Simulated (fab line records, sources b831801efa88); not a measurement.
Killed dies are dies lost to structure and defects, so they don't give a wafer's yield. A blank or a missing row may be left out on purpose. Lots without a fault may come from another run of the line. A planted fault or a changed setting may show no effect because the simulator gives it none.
Problem report in the 8D (eight disciplines) form, filled by code | flow gf180mcu | the parts of the form that need people (team, actions taken, sign-off) are left out

1. THE PROBLEM
strip_time_to_endpoint_s at GF_HV_LDD_STRIP_10 reads a mean of 12.31 s on 1 wafer of 1 lot; wafers without a fault read 12.65 s with a standard deviation of 0.039. That is -8.7 standard deviations from the usual mean.
The step: strips in O2/N2.
First seen on wafer L178.5, day 13 21:22, on plasma_asher-03. The record holds 36 wafers of 12 lots with a number at this step. Rule for "out", or "out of limits": more than 4 standard deviations from the usual mean. The other wafers with a number count as sound.

2. WHAT IT IS AND WHAT IT IS NOT
question                    | is                       | is not
which readings at this step | strip_time_to_endpoint_s | drypump_motor_current_A, heater_power_w, oes_product_au, platen_temp_c
which lots                  | L178                     | L166, L167, L168, L169, L170, L171, L172, L173, L184, L186, L187
which wafers of those lots  | L178.5                   | L178.2, L178.3
read on which tools         | plasma_asher-03          | plasma_asher-01, plasma_asher-04
when                        | from day 13 21:22        | up to then (26 sound wafers); but 9 sound wafers of L184, L186, L187 came after

3. SUSPECTS, AND WHAT RULES EACH OUT
Counting: a tool at a process step up to the reading stays a suspect if it ran every lot that is out. Sound lots after the first of them don't rule it out here, since some wafers of a struck lot are sound.
- litho_track-03 at GF_HV_LDD_COAT_02 (resist thk 1000 nm): kept. It ran the lot that is out, L178 (day 13 10:26); its last sound lot up to then is L173 (day 11 19:00).
- plasma_asher-03 at GF_HV_LDD_STRIP_10 (strips in O2/N2): kept. It ran the lot that is out, L178 (day 13 21:22); its last sound lot up to then is L168 (day 10 16:03). Its own readings are out on those wafers: strip_time_to_endpoint_s.
Left after counting: litho_track-03 at GF_HV_LDD_COAT_02, plasma_asher-03 at GF_HV_LDD_STRIP_10.

4. THE CAUSE (what the simulator had put in)
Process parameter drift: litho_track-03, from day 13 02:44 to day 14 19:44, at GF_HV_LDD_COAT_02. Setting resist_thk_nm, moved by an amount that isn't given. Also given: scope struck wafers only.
Counting left 2 suspects, and this tool is among them.

5. THE CHAIN OF EFFECTS, in route order
Each row: a reading whose mean over the struck wafers that have a number lies more than 3 standard deviations from the usual. Only readings for which the record gives a usual standard deviation are gone through. hours: the time from each lot's start at the first step in this table that gives one to its start at this step, as a median over the lots. sigmas: the change in usual standard deviations.
hours | step               | reading                  | usual   | on struck wafers | change | sigmas
0     | GF_HV_LDD_STRIP_10 | strip_time_to_endpoint_s | 12.65 s | 12.31            | -0.34  | -8.7
The process steps in it:
- GF_HV_LDD_STRIP_10: strips in O2/N2.

6. WHAT WOULD HAVE CAUGHT IT SOONER
In this record the first reading out of limits was taken at day 13 21:22, 19 hours after the fault began at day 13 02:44.
Of the tool readings at GF_HV_LDD_COAT_02 for which the record gives a usual standard deviation, none was out on any struck wafer, so an alarm limit of 4 standard deviations on them would not have fired.
All the lots that are out (1) had begun GF_HV_LDD_COAT_02 on litho_track-03 by day 13 21:22. A hold on the tool at that time would have spared none of them.
